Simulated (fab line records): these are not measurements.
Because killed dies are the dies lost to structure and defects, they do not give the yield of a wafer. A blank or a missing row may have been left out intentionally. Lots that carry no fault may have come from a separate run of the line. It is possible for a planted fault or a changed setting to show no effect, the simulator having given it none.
Which of the tools did it?	flow sky130	12 lots, 36 wafers sampled, at 4 steps of a route of 708

== WHAT THE GAUGES SHOWED, per wafer ==
SKY_METAL4_OVL_MEAS_14. Usual: METAL4_OVL typically reads -2 nm, with standard deviation 5.2.
lot	measured	on	METAL4_OVL (nm)	flag
L127	day 41 18:20	overlay-01	0 -1 6	
L129	day 42 01:53	overlay-02	-3 -11 -6	
L130	day 42 09:13	overlay-01	3 -6 7	
L131	day 42 21:57	overlay-01	2 6 4	
L132	day 43 05:01	overlay-01	-3 -2 0	
L136	day 44 06:19	overlay-01	-1 1 1	
L137	day 44 11:48	overlay-01	1 -7 -6	
L138	day 45 00:29	overlay-01	-2 3 -3	
L140	day 45 06:53	overlay-01	1 -6 -3	
L144	day 46 11:06	overlay-02	-3 -3 -1	
L147	day 47 04:10	overlay-02	-6 -14 -6	
L150	day 47 19:07	overlay-02	-1 -8 2	

== EACH LOT AND THE TOOL THAT RAN IT (in order: tool; ch and the chambers of the sampled wafers; start) ==
lot	SKY_METAL1_DESCUM_17	SKY_VIA1_CVD_21	SKY_VIA2_SPUTTER_20
L127	rie-metal-03 ch 0,1, day 32 19:25	cvd-w-02 ch 1, day 34 00:11	pvd-sputter-02, day 36 09:04
L129	rie-metal-02 ch 0,1, day 33 04:04	cvd-w-01 ch 0,1, day 34 09:10	pvd-sputter-02, day 36 17:05
L130	rie-metal-03 ch 0,1, day 33 13:02	cvd-w-02 ch 0,1, day 34 18:05	pvd-sputter-02, day 37 01:38
L131	rie-metal-03 ch 0, day 34 02:44	cvd-w-02 ch 0,1, day 35 08:13	pvd-sputter-02, day 37 15:41
L132	rie-metal-03 ch 0,1, day 34 12:29	cvd-w-02 ch 0,1, day 35 17:14	pvd-sputter-02, day 37 23:37
L136	rie-metal-02 ch 1, day 35 17:34	cvd-w-01 ch 0,1, day 36 21:53	pvd-sputter-02, day 39 02:59
L137	rie-metal-04 ch 0, day 36 01:53	cvd-w-02 ch 0,1, day 37 05:28	pvd-sputter-02, day 39 09:49
L138	rie-metal-02 ch 0,1, day 36 13:04	cvd-w-02 ch 0,1, day 37 18:35	pvd-sputter-02, day 39 22:40
L140	rie-metal-03 ch 0,1, day 36 22:56	cvd-w-01 ch 0,1, day 38 02:49	pvd-sputter-02, day 40 07:08
L144	rie-metal-04 ch 0,1, day 38 06:28	cvd-w-02 ch 0,1, day 39 10:01	pvd-sputter-02, day 41 15:02
L147	rie-metal-03 ch 0, day 39 04:17	cvd-w-02 ch 0,1, day 40 07:06	pvd-sputter-02, day 42 10:10
L150	rie-metal-03 ch 0, day 39 21:41	cvd-w-02 ch 0, day 41 00:41	pvd-sputter-03, day 43 02:07
- SKY_METAL1_DESCUM_17: chemistry O2, time 8 s.
- SKY_VIA1_CVD_21: deposits W, target thk 270 nm, time 80.902 s.
- SKY_VIA2_SPUTTER_20: material TiN, target thk 20 nm, time 80 s.

== WHAT THE TOOLS THEMSELVES READ (means of the sampled wafers that have a number; where no wafer has one, the mark that the record gives instead) ==
SKY_METAL1_DESCUM_17. Usual: drypump-motor-current-A 5.9 A, standard deviation 0.41; oes-product-au 1.001 a.u., standard deviation 0.0098; rf-fwd-power-W 147.2 W, standard deviation 0.77.
lot	tool	drypump-motor-current-A (A)	oes-product-au (a.u.)	rf-fwd-power-W (W)	flag
L127	rie-metal-03	6.2	0.992	147.3	
L129	rie-metal-02	5.6	1.007	147.6	
L130	rie-metal-03	6.0	1.003	146.9	
L131	rie-metal-03	6.4	0.995	147.1	
L132	rie-metal-03	6.3	0.998	146.5	
L136	rie-metal-02	5.8	1.001	148.1	
L137	rie-metal-04	5.5	1.015	146.8	
L138	rie-metal-02	5.7	0.998	147.4	
L140	rie-metal-03	6.0	0.990	146.5	
L144	rie-metal-04	6.2	1.013	147.7	
L147	rie-metal-03	6.4	0.992	147.1	
L150	rie-metal-03	6.4	1.001	147.1	

SKY_VIA1_CVD_21. Usual: heater-power-w 939 W, standard deviation 68; susceptor-temp-C 399.99 C, standard deviation 0.23.
lot	tool	heater-power-w (W)	susceptor-temp-C (C)	flag
L127	cvd-w-02	848	399.92	
L129	cvd-w-01	985	399.84	
L130	cvd-w-02	949	399.97	
L131	cvd-w-02	954	399.87	
L132	cvd-w-02	907	400.20	
L136	cvd-w-01	979	400.00	
L137	cvd-w-02	907	399.59	
L138	cvd-w-02	911	399.91	
L140	cvd-w-01	967	399.86	
L144	cvd-w-02	954	400.22	
L147	cvd-w-02	914	399.84	
L150	cvd-w-02	1007	400.04	

SKY_VIA2_SPUTTER_20. Usual: 30.5 % for throttle-valve-pct, sd 0.8.
lot	tool	throttle-valve-pct (%)	flag
L127	pvd-sputter-02	30.1	
L129	pvd-sputter-02	30.2	
L130	pvd-sputter-02	30.0	
L131	pvd-sputter-02	30.1	
L132	pvd-sputter-02	30.7	
L136	pvd-sputter-02	30.7	
L137	pvd-sputter-02	30.4	
L138	pvd-sputter-02	31.0	
L140	pvd-sputter-02	31.2	
L144	pvd-sputter-02	30.7	
L147	pvd-sputter-02	30.1	
L150	pvd-sputter-03	30.1	

== THE ANSWER, worked out from the rows above alone ==
Rule: take the mean of a lot's wafers that have a number; if it is more than 3 standard deviations from the usual mean, the lot is off. Also off: a lot with no number at a reading for which 4 or more lots have one. The other lots that the step has rows for count as sound. After the gauges, taken in route order, come the tools' own readings; for these a lot's mean is taken, as printed above. At the first step where some lot is off, the reading lying furthest off is the one used; lots without a number count as furthest.
Across all readings shown, no lot is off: no conclusion can be drawn from this.

== WHAT THE SIMULATOR HAD PUT IN ==
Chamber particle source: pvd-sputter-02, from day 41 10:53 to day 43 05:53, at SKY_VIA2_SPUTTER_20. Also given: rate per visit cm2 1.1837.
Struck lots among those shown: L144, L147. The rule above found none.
